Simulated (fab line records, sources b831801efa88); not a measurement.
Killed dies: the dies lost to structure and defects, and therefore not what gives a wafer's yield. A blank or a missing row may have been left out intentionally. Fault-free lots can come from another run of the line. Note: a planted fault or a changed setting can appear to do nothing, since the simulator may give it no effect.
Chamber matching / flow sky130 / 4 sister chambers for SKY_CONTACT_ETCH_16 on rie-diel-03
The step etches BARC in N2/H2, stops on SiO2, time 45.9 s, target depth 60 nm. 4 wafers are shown with their chamber, then 7 later ones without.

## WAFERS WITH THEIR CHAMBER
wafer=L420.5; chamber=1; drypump-motor-current-A (A)=6.1
wafer=L428.2; chamber=2; drypump-motor-current-A (A)=6.1
wafer=L437.2; chamber=0; drypump-motor-current-A (A)=5.1
wafer=L437.4; chamber=3; drypump-motor-current-A (A)=6.1

## WAFERS WITH NO CHAMBER GIVEN
wafer=L437.5; drypump-motor-current-A (A)=5.1
wafer=L438.4; drypump-motor-current-A (A)=6.1
wafer=L438.5; drypump-motor-current-A (A)=6.1
wafer=L438.6; drypump-motor-current-A (A)=5.1
wafer=L439.1; drypump-motor-current-A (A)=6.1
wafer=L439.5; drypump-motor-current-A (A)=6.2
wafer=L439.6; drypump-motor-current-A (A)=6.1

## THE CHAMBER EACH PASSED THROUGH
wafer=L437.5; from the rows above=0; in truth=0
wafer=L438.4; from the rows above=can't be placed: 1 or 2 or 3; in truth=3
wafer=L438.5; from the rows above=can't be placed: 1 or 2 or 3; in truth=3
wafer=L438.6; from the rows above=0; in truth=0
wafer=L439.1; from the rows above=can't be placed: 1 or 2 or 3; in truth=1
wafer=L439.5; from the rows above=can't be placed: 1 or 2 or 3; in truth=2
wafer=L439.6; from the rows above=can't be placed: 1 or 2 or 3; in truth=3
Correctly placed: 2 of 7. Can't be placed from these rows: 5 (the true chamber is among the candidates in 5). Placed wrongly: 0.
How it was worked out, from the rows above alone: a wafer's distance from a chamber is the root of the sum, over the readings, of the square of ((its reading less the chamber's mean) divided by the reading's scatter). If the next closest chamber is less than 2 further off than the closest, the wafer can't be placed; otherwise it belongs to the closest. The mean given for a chamber averages the wafers shown for that chamber. The scatter: root of mean squared gap, hidden wafer to nearest shown wafer, with one shown wafer a chamber.
